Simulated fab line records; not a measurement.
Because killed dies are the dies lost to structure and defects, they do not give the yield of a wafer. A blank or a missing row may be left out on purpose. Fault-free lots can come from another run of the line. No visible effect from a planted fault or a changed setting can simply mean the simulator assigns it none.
Which tool did it? :: flow sky130 :: Sampling: 12 lots, 36 wafers, 7 of 708 route steps

== WHAT THE GAUGES SHOWED, per wafer ==
SKY_NWELL_OVL_MEAS_10.
lot: L506
measured: day 4 18:57
on: overlay-01
NWELL_00_OVL (nm): -1.3 -2.0 -0.9

lot: L510
measured: day 5 17:58
on: overlay-02
NWELL_00_OVL (nm): 0.4 0.3 1.8

lot: L511
measured: day 6 00:33
on: overlay-01
NWELL_00_OVL (nm): 0.3 0.1 -0.4

lot: L512
measured: day 6 06:49
on: overlay-01
NWELL_00_OVL (nm): 0.6 0.3 1.1

lot: L513
measured: day 6 11:30
on: overlay-02
NWELL_00_OVL (nm): -0.8 0.2 1.5

lot: L514
measured: day 6 16:04
on: overlay-02
NWELL_00_OVL (nm): 1.7 0.3 0.9

lot: L515
measured: day 6 21:25
on: overlay-02
NWELL_00_OVL (nm): -0.1 1.5 0.7

lot: L521
measured: day 8 10:24
on: overlay-01
NWELL_00_OVL (nm): 2.9 2.1 1.9

lot: L522
measured: day 8 15:56
on: overlay-02
NWELL_00_OVL (nm): 1.7 4.3 0.7

lot: L523
measured: day 8 23:07
on: overlay-01
NWELL_00_OVL (nm): 3.1 1.6 0.9

lot: L526
measured: day 9 17:16
on: overlay-01
NWELL_00_OVL (nm): 1.6 2.3 1.9

lot: L528
measured: day 10 03:58
on: overlay-01
NWELL_00_OVL (nm): -1.2 2.4 1.3

SKY_VT_ADJUST_NCORE_CD_MEAS_07 targets a cd of 380 nm.
lot: L506
measured: day 8 19:13
on: cd-sem-01
cd-nm (nm): 384.0 383.3 384.4

lot: L510
measured: day 10 01:23
on: cd-sem-01
cd-nm (nm): 381.8 382.0 380.1

lot: L511
measured: day 10 10:00
on: cd-sem-01
cd-nm (nm): 376.7 376.0 378.5

lot: L512
measured: day 10 16:07
on: cd-sem-02
cd-nm (nm): - - -

lot: L513
measured: day 10 21:49
on: cd-sem-02
cd-nm (nm): - - -

lot: L514
measured: day 11 03:01
on: cd-sem-01
cd-nm (nm): - - -

lot: L515
measured: day 11 08:26
on: cd-sem-01
cd-nm (nm): 380.1 378.7 383.1

lot: L521
measured: day 13 05:41
on: cd-sem-02
cd-nm (nm): 379.2 378.9 380.7

lot: L522
measured: day 13 12:12
on: cd-sem-02
cd-nm (nm): 377.5 377.9 377.6

lot: L523
measured: day 13 21:06
on: cd-sem-02
cd-nm (nm): 381.2 381.8 381.2

lot: L526
measured: day 14 17:27
on: cd-sem-02
cd-nm (nm): 379.8 379.6 376.2

lot: L528
measured: day 15 07:08
on: cd-sem-02
cd-nm (nm): 382.6 383.5 383.4

SKY_VT_ADJUST_HVTR_TW_MEAS_11.
lot: L506
measured: day 9 17:20
on: film-metro-02
VT_ADJUST_HVTR_TW: 209.9 212.4 210.6

lot: L510
measured: day 10 23:37
on: film-metro-04
VT_ADJUST_HVTR_TW: 213.4 211.0 211.5

lot: L511
measured: day 11 09:17
on: film-metro-03
VT_ADJUST_HVTR_TW: 209.7 209.5 209.4

lot: L512
measured: day 11 15:22
on: film-metro-03
VT_ADJUST_HVTR_TW: 261.1 261.8 261.4 260.0 260.6 260.1

lot: L513
measured: day 11 21:40
on: film-metro-02
VT_ADJUST_HVTR_TW: 262.1 262.7 263.2 262.5 262.1 261.6

lot: L514
measured: day 12 02:44
on: film-metro-03
VT_ADJUST_HVTR_TW: 260.5 261.2 261.6 261.3 261.6 261.3

lot: L515
measured: day 12 08:38
on: film-metro-04
VT_ADJUST_HVTR_TW: 212.7 213.0 212.3

lot: L521
measured: day 14 06:33
on: film-metro-03
VT_ADJUST_HVTR_TW: 210.1 208.5 210.2

lot: L522
measured: day 14 13:44
on: film-metro-04
VT_ADJUST_HVTR_TW: 213.1 214.6 213.2

lot: L523
measured: day 14 22:58
on: film-metro-02
VT_ADJUST_HVTR_TW: 208.9 209.2 210.6

lot: L526
measured: day 15 21:06
on: film-metro-03
VT_ADJUST_HVTR_TW: 208.7 208.5 208.3

lot: L528
measured: day 16 11:15
on: film-metro-03
VT_ADJUST_HVTR_TW: 207.9 208.0 208.1

SKY_VT_ADJUST_PCH_OVL_MEAS_07.
lot: L506
measured: day 10 15:21
on: overlay-01
VT_ADJUST_PCH_OVL (nm): 2.0 1.1 0.6

lot: L510
measured: day 11 23:02
on: overlay-02
VT_ADJUST_PCH_OVL (nm): 1.8 2.5 0.3

lot: L511
measured: day 12 08:34
on: overlay-01
VT_ADJUST_PCH_OVL (nm): -0.6 -1.1 0.0

lot: L512
measured: day 12 15:25
on: overlay-02
VT_ADJUST_PCH_OVL (nm): 0.3 -0.2 2.3

lot: L513
measured: day 12 21:48
on: overlay-02
VT_ADJUST_PCH_OVL (nm): -0.6 -0.2 1.8

lot: L514
measured: day 13 03:25
on: overlay-01
VT_ADJUST_PCH_OVL (nm): 3.1 -0.9 3.3

lot: L515
measured: day 13 09:22
on: overlay-01
VT_ADJUST_PCH_OVL (nm): -0.4 0.4 -0.2

lot: L521
measured: day 15 08:54
on: overlay-02
VT_ADJUST_PCH_OVL (nm): -1.4 1.2 -1.2

lot: L522
measured: day 15 16:43
on: overlay-01
VT_ADJUST_PCH_OVL (nm): -1.1 1.0 0.6

lot: L523
measured: day 16 03:03
on: overlay-01
VT_ADJUST_PCH_OVL (nm): -2.2 -0.2 -1.8

lot: L526
measured: day 17 00:42
on: overlay-01
VT_ADJUST_PCH_OVL (nm): 2.1 1.8 -0.1

lot: L528
measured: day 17 14:47
on: overlay-01
VT_ADJUST_PCH_OVL (nm): -1.5 -0.9 0.6

SKY_VT_ADJUST_PCH_TW_MEAS_10.
lot: L506
measured: day 10 15:38
on: film-metro-01
VT_ADJUST_PCH_TW: 143.3 143.1 143.0

lot: L510
measured: day 11 23:19
on: film-metro-02
VT_ADJUST_PCH_TW: 142.1 141.6 142.0

lot: L511
measured: day 12 08:59
on: film-metro-02
VT_ADJUST_PCH_TW: 142.8 142.2 142.3

lot: L512
measured: day 12 15:42
on: film-metro-02
VT_ADJUST_PCH_TW: 232.5 231.1 229.8 230.6 231.4 232.0

lot: L513
measured: day 12 22:05
on: film-metro-01
VT_ADJUST_PCH_TW: 230.2 229.6 230.9 231.5 230.0 229.4

lot: L514
measured: day 13 03:43
on: film-metro-01
VT_ADJUST_PCH_TW: 231.3 235.0 231.9 233.2 232.7 232.7

lot: L515
measured: day 13 09:40
on: film-metro-02
VT_ADJUST_PCH_TW: 142.4 143.5 143.1

lot: L521
measured: day 15 09:11
on: film-metro-02
VT_ADJUST_PCH_TW: 142.5 141.6 142.5

lot: L522
measured: day 15 17:01
on: film-metro-02
VT_ADJUST_PCH_TW: 142.9 143.5 142.3

lot: L523
measured: day 16 03:20
on: film-metro-02
VT_ADJUST_PCH_TW: 142.8 142.0 143.1

lot: L526
measured: day 17 00:59
on: film-metro-01
VT_ADJUST_PCH_TW: 142.9 144.4 143.2

lot: L528
measured: day 17 15:05
on: film-metro-02
VT_ADJUST_PCH_TW: 142.8 142.9 142.0

== TOOL THAT RAN EACH LOT (tool first, then ch and the chambers of the sampled wafers, then the start) ==
lot: L506
SKY_VT_ADJUST_NCORE_COAT_02: litho-track-04 ch 0, day 8 08:16
SKY_VT_ADJUST_HVTR_STRIP_10: plasma-asher-03 ch 0,1, day 9 17:13

lot: L510
SKY_VT_ADJUST_NCORE_COAT_02: litho-track-01 ch 0, day 9 14:12
SKY_VT_ADJUST_HVTR_STRIP_10: plasma-asher-04 ch 0,1, day 10 23:32

lot: L511
SKY_VT_ADJUST_NCORE_COAT_02: litho-track-03 ch 0, day 9 23:12
SKY_VT_ADJUST_HVTR_STRIP_10: plasma-asher-03 ch 0,1, day 11 09:11

lot: L512
SKY_VT_ADJUST_NCORE_COAT_02: litho-track-01, day 10 04:46
SKY_VT_ADJUST_HVTR_STRIP_10: plasma-asher-03 ch 0,1, day 11 15:15

lot: L513
SKY_VT_ADJUST_NCORE_COAT_02: litho-track-01, day 10 10:28
SKY_VT_ADJUST_HVTR_STRIP_10: plasma-asher-01 ch 0,1, day 11 21:33

lot: L514
SKY_VT_ADJUST_NCORE_COAT_02: litho-track-03, day 10 15:34
SKY_VT_ADJUST_HVTR_STRIP_10: plasma-asher-03 ch 0,1, day 12 02:38

lot: L515
SKY_VT_ADJUST_NCORE_COAT_02: litho-track-03 ch 0, day 10 21:15
SKY_VT_ADJUST_HVTR_STRIP_10: plasma-asher-04 ch 0,1, day 12 08:34

lot: L521
SKY_VT_ADJUST_NCORE_COAT_02: litho-track-01 ch 0, day 12 17:03
SKY_VT_ADJUST_HVTR_STRIP_10: plasma-asher-01 ch 0,1, day 14 06:27

lot: L522
SKY_VT_ADJUST_NCORE_COAT_02: litho-track-01 ch 0, day 12 23:52
SKY_VT_ADJUST_HVTR_STRIP_10: plasma-asher-01 ch 0,1, day 14 13:38

lot: L523
SKY_VT_ADJUST_NCORE_COAT_02: litho-track-04 ch 0, day 13 08:32
SKY_VT_ADJUST_HVTR_STRIP_10: plasma-asher-04 ch 0, day 14 22:52

lot: L526
SKY_VT_ADJUST_NCORE_COAT_02: litho-track-01 ch 0, day 14 04:27
SKY_VT_ADJUST_HVTR_STRIP_10: plasma-asher-01 ch 0,1, day 15 21:00

lot: L528
SKY_VT_ADJUST_NCORE_COAT_02: litho-track-03 ch 0, day 14 17:24
SKY_VT_ADJUST_HVTR_STRIP_10: plasma-asher-01 ch 0,1, day 16 11:09
- SKY_VT_ADJUST_NCORE_COAT_02: resist thk 1140 nm.
- SKY_VT_ADJUST_HVTR_STRIP_10: strips in O2/N2.

== AS READ BY THE TOOLS THEMSELVES (means over the sampled wafers that have a number; for cases with no such wafer, the mark the record gives instead) ==
SKY_VT_ADJUST_NCORE_COAT_02.
lot: L506
tool: litho-track-04
chill-plate-temp-C (C): 22.97
dispense-pressure-kPa (kPa): 52.8

lot: L510
tool: litho-track-01
chill-plate-temp-C (C): 23.17
dispense-pressure-kPa (kPa): 54.8

lot: L511
tool: litho-track-03
chill-plate-temp-C (C): 22.97
dispense-pressure-kPa (kPa): 54.8

lot: L512
tool: litho-track-01
chill-plate-temp-C (C): -
dispense-pressure-kPa (kPa): -

lot: L513
tool: litho-track-01
chill-plate-temp-C (C): -
dispense-pressure-kPa (kPa): -

lot: L514
tool: litho-track-03
chill-plate-temp-C (C): -
dispense-pressure-kPa (kPa): -

lot: L515
tool: litho-track-03
chill-plate-temp-C (C): 23.07
dispense-pressure-kPa (kPa): 54.8

lot: L521
tool: litho-track-01
chill-plate-temp-C (C): 23.02
dispense-pressure-kPa (kPa): 54.9

lot: L522
tool: litho-track-01
chill-plate-temp-C (C): 23.00
dispense-pressure-kPa (kPa): 54.8

lot: L523
tool: litho-track-04
chill-plate-temp-C (C): 22.97
dispense-pressure-kPa (kPa): 52.7

lot: L526
tool: litho-track-01
chill-plate-temp-C (C): 22.98
dispense-pressure-kPa (kPa): 54.9

lot: L528
tool: litho-track-03
chill-plate-temp-C (C): 23.16
dispense-pressure-kPa (kPa): 54.6

SKY_VT_ADJUST_HVTR_STRIP_10.
lot: L506
tool: plasma-asher-03
drypump-motor-current-A (A): 5.71
oes-product-au (a.u.): 0.713
strip-time-to-endpoint-s (s): 14.21

lot: L510
tool: plasma-asher-04
drypump-motor-current-A (A): 5.46
oes-product-au (a.u.): 0.715
strip-time-to-endpoint-s (s): 14.21

lot: L511
tool: plasma-asher-03
drypump-motor-current-A (A): 5.70
oes-product-au (a.u.): 0.712
strip-time-to-endpoint-s (s): 14.15

lot: L512
tool: plasma-asher-03
drypump-motor-current-A (A): 5.70
oes-product-au (a.u.): 0.717
strip-time-to-endpoint-s (s): 14.16

lot: L513
tool: plasma-asher-01
drypump-motor-current-A (A): 5.46
oes-product-au (a.u.): 0.724
strip-time-to-endpoint-s (s): 14.10

lot: L514
tool: plasma-asher-03
drypump-motor-current-A (A): 5.83
oes-product-au (a.u.): 0.717
strip-time-to-endpoint-s (s): 14.14

lot: L515
tool: plasma-asher-04
drypump-motor-current-A (A): 5.25
oes-product-au (a.u.): 0.721
strip-time-to-endpoint-s (s): 14.15

lot: L521
tool: plasma-asher-01
drypump-motor-current-A (A): 5.48
oes-product-au (a.u.): 0.717
strip-time-to-endpoint-s (s): 14.14

lot: L522
tool: plasma-asher-01
drypump-motor-current-A (A): 5.49
oes-product-au (a.u.): 0.717
strip-time-to-endpoint-s (s): 14.15

lot: L523
tool: plasma-asher-04
drypump-motor-current-A (A): 5.65
oes-product-au (a.u.): 0.714
strip-time-to-endpoint-s (s): 14.21

lot: L526
tool: plasma-asher-01
drypump-motor-current-A (A): 5.47
oes-product-au (a.u.): 0.718
strip-time-to-endpoint-s (s): 14.12

lot: L528
tool: plasma-asher-01
drypump-motor-current-A (A): 5.46
oes-product-au (a.u.): 0.714
strip-time-to-endpoint-s (s): 14.15

== THE ANSWER, worked out from the rows above alone ==
Rule: usual is defined by the lots themselves. The widest of any qualifying gaps counts: lots, ordered by their means at a reading, are off when they make up no more than a third of the lots, leave a main group of 4 or more, and stand apart from it by 3 or more times the standard deviation of that group's means. If all means in a main group match to the digits the tables above print for the reading, that group is not used. Also off: a lot with no number at a reading for which 4 or more lots have one. The other lots that the step has rows for count as sound. After the gauges, taken in route order, come the tools' own readings; for these a lot's mean is taken, as printed above. The first step at which some lot is off is used, and at that step the reading that is off furthest; a lot without a number counts as furthest.
Off at SKY_VT_ADJUST_NCORE_CD_MEAS_07 (cd-nm): L512, L513, L514. Without a number there: L512, L513, L514. The main group has a mean of 380.4 nm with a standard deviation of 2.2.
A tool fits if, at a process step before that reading, it ran every lot that is off, and no sound lot after the first of them. Not tried: the gauges at SKY_VT_ADJUST_NCORE_CD_MEAS_07; whatever is off there is also off at SKY_VT_ADJUST_HVTR_TW_MEAS_11, on other tools, and gauge error can't account for it. Of those tried, none fits.

== WHAT HAD BEEN PUT IN BY THE SIMULATOR ==
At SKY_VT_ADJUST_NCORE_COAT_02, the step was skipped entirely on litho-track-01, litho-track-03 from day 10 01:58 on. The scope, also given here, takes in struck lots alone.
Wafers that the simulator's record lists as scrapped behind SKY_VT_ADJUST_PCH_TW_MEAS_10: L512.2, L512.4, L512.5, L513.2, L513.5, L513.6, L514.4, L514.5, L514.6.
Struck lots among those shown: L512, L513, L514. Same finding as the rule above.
